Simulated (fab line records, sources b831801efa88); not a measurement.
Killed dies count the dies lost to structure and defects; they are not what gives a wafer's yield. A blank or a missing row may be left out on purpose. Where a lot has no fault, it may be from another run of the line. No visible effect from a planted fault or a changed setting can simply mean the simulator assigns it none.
Split-lot trial || flow sky130 || 23 wafers read across 5 lots, on a route 708 steps long

## THE SPLIT ITSELF
At SKY_METAL1_SPUTTER_00 (material Ti, target thk 15 nm, time 10 s), the setting time_s was moved away from the recipe's 10 s on 7 of the 23 wafers read, by -6.7% to +12.8%. For the rest of the wafers, this setting stayed at what the recipe calls for.

The split's own step is where the reading is taken.

## THE READING
Ti_of_METAL1_SPUTTER_00.thk_nm (the simulator's own value, which no gauge read), in nm, at SKY_METAL1_SPUTTER_00 (material Ti, target thk 15 nm, time 10 s). There is no usual value for it anywhere in the file. Across the 16 wafers here that went through the recipe, the average is 14.93 nm and the standard deviation 0.24 nm.

{"wafer": "L076.1", "tool, chamber at the split": "pvd_sputter-01, -", "time_s as run, s": 10, "against the recipe": "recipe", "Ti_of_METAL1_SPUTTER_00.thk_nm, nm": 14.57, "against lot-mates on the recipe": "-"}
{"wafer": "L076.2", "tool, chamber at the split": "pvd_sputter-01, -", "time_s as run, s": 10.6, "against the recipe": "+6.0%", "Ti_of_METAL1_SPUTTER_00.thk_nm, nm": 15.5, "against lot-mates on the recipe": "+0.80"}
{"wafer": "L076.3", "tool, chamber at the split": "pvd_sputter-01, -", "time_s as run, s": 10, "against the recipe": "recipe", "Ti_of_METAL1_SPUTTER_00.thk_nm, nm": 14.85, "against lot-mates on the recipe": "-"}
{"wafer": "L076.5", "tool, chamber at the split": "pvd_sputter-01, -", "time_s as run, s": 10.6, "against the recipe": "+6.0%", "Ti_of_METAL1_SPUTTER_00.thk_nm, nm": 15.61, "against lot-mates on the recipe": "+0.91"}
{"wafer": "L076.6", "tool, chamber at the split": "pvd_sputter-01, -", "time_s as run, s": 10, "against the recipe": "recipe", "Ti_of_METAL1_SPUTTER_00.thk_nm, nm": 14.68, "against lot-mates on the recipe": "-"}
{"wafer": "L077.2", "tool, chamber at the split": "pvd_sputter-03, -", "time_s as run, s": 9.328, "against the recipe": "-6.7%", "Ti_of_METAL1_SPUTTER_00.thk_nm, nm": 13.83, "against lot-mates on the recipe": -1.04}
{"wafer": "L077.3", "tool, chamber at the split": "pvd_sputter-03, -", "time_s as run, s": 10, "against the recipe": "recipe", "Ti_of_METAL1_SPUTTER_00.thk_nm, nm": 15.02, "against lot-mates on the recipe": "-"}
{"wafer": "L077.4", "tool, chamber at the split": "pvd_sputter-03, -", "time_s as run, s": 9.328, "against the recipe": "-6.7%", "Ti_of_METAL1_SPUTTER_00.thk_nm, nm": 14.01, "against lot-mates on the recipe": -0.86}
{"wafer": "L077.5", "tool, chamber at the split": "pvd_sputter-03, -", "time_s as run, s": 10, "against the recipe": "recipe", "Ti_of_METAL1_SPUTTER_00.thk_nm, nm": 14.78, "against lot-mates on the recipe": "-"}
{"wafer": "L077.6", "tool, chamber at the split": "pvd_sputter-03, -", "time_s as run, s": 10, "against the recipe": "recipe", "Ti_of_METAL1_SPUTTER_00.thk_nm, nm": 14.82, "against lot-mates on the recipe": "-"}
{"wafer": "L079.2", "tool, chamber at the split": "pvd_sputter-02, -", "time_s as run, s": 10, "against the recipe": "recipe", "Ti_of_METAL1_SPUTTER_00.thk_nm, nm": 15.18, "against lot-mates on the recipe": "-"}
{"wafer": "L079.3", "tool, chamber at the split": "pvd_sputter-02, -", "time_s as run, s": 10, "against the recipe": "recipe", "Ti_of_METAL1_SPUTTER_00.thk_nm, nm": 15.04, "against lot-mates on the recipe": "-"}
{"wafer": "L079.4", "tool, chamber at the split": "pvd_sputter-02, -", "time_s as run, s": 10, "against the recipe": "recipe", "Ti_of_METAL1_SPUTTER_00.thk_nm, nm": 14.84, "against lot-mates on the recipe": "-"}
{"wafer": "L079.5", "tool, chamber at the split": "pvd_sputter-02, -", "time_s as run, s": 10, "against the recipe": "recipe", "Ti_of_METAL1_SPUTTER_00.thk_nm, nm": 15.21, "against lot-mates on the recipe": "-"}
{"wafer": "L079.6", "tool, chamber at the split": "pvd_sputter-02, -", "time_s as run, s": 10, "against the recipe": "recipe", "Ti_of_METAL1_SPUTTER_00.thk_nm, nm": 15.3, "against lot-mates on the recipe": "-"}
{"wafer": "L081.2", "tool, chamber at the split": "pvd_sputter-01, -", "time_s as run, s": 10, "against the recipe": "recipe", "Ti_of_METAL1_SPUTTER_00.thk_nm, nm": 14.72, "against lot-mates on the recipe": "-"}
{"wafer": "L081.4", "tool, chamber at the split": "pvd_sputter-01, -", "time_s as run, s": 10, "against the recipe": "recipe", "Ti_of_METAL1_SPUTTER_00.thk_nm, nm": 14.61, "against lot-mates on the recipe": "-"}
{"wafer": "L081.6", "tool, chamber at the split": "pvd_sputter-01, -", "time_s as run, s": 10, "against the recipe": "recipe", "Ti_of_METAL1_SPUTTER_00.thk_nm, nm": 14.74, "against lot-mates on the recipe": "-"}
{"wafer": "L085.1", "tool, chamber at the split": "pvd_sputter-02, -", "time_s as run, s": 11.28, "against the recipe": "+12.8%", "Ti_of_METAL1_SPUTTER_00.thk_nm, nm": 17.21, "against lot-mates on the recipe": "+1.96"}
{"wafer": "L085.2", "tool, chamber at the split": "pvd_sputter-02, -", "time_s as run, s": 11.28, "against the recipe": "+12.8%", "Ti_of_METAL1_SPUTTER_00.thk_nm, nm": 17.41, "against lot-mates on the recipe": "+2.16"}
{"wafer": "L085.4", "tool, chamber at the split": "pvd_sputter-02, -", "time_s as run, s": 10, "against the recipe": "recipe", "Ti_of_METAL1_SPUTTER_00.thk_nm, nm": 15.3, "against lot-mates on the recipe": "-"}
{"wafer": "L085.5", "tool, chamber at the split": "pvd_sputter-02, -", "time_s as run, s": 11.28, "against the recipe": "+12.8%", "Ti_of_METAL1_SPUTTER_00.thk_nm, nm": 17.11, "against lot-mates on the recipe": "+1.86"}
{"wafer": "L085.6", "tool, chamber at the split": "pvd_sputter-02, -", "time_s as run, s": 10, "against the recipe": "recipe", "Ti_of_METAL1_SPUTTER_00.thk_nm, nm": 15.19, "against lot-mates on the recipe": "-"}

THE FIT
A straight line over all 23 wafers: Ti_of_METAL1_SPUTTER_00.thk_nm changes by +0.168 nm for each +1% of time_s; r = +0.96; the points scatter about the line by 0.26 nm.
The same after taking each lot's own level away (the mean of its wafers on the recipe; 23 wafers): +0.152 nm for each +1%; r = +0.99; scatter 0.12 nm.
According to that fit, moving time_s by its largest amount changes the reading by 1.9 nm.
The lots' own levels span 14.690 to 15.245 nm, that is 2.3 times the standard deviation above.
Thus the slope moves with the lot-to-lot level: the two fits are different.
Check: with one of the wafers moved furthest among these (+12.8%) left out of the fit, the line predicts +1.95 nm for it against its lot-mates. It came out at +1.96 nm against them.

## OTHER SPLITS ON THESE WAFERS
Before the reading, these wafers also passed through other splits. Each is held against what the fit with the lots' levels taken away leaves over:
{"other split on the same wafers": "SKY_LI_CONTACT_DEVELOP_11 dev_temp_c", "wafers away from the commonest value": 10, "r with Ti_of_METAL1_SPUTTER_00.thk_nm (lot level and that fit taken away)": "+0.21"}
{"other split on the same wafers": "SKY_LI_CONTACT_CVD_21 temp_c", "wafers away from the commonest value": 7, "r with Ti_of_METAL1_SPUTTER_00.thk_nm (lot level and that fit taken away)": -0.08}
{"other split on the same wafers": "SKY_LOCAL_INTERCONNECT_COAT_06 resist_thk_nm", "wafers away from the commonest value": 11, "r with Ti_of_METAL1_SPUTTER_00.thk_nm (lot level and that fit taken away)": "+0.02"}

## THE FILE'S OWN FIT
Ti_of_METAL1_SPUTTER_00.thk_nm changes by +0.151 nm for each +1% of time_s, r = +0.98.
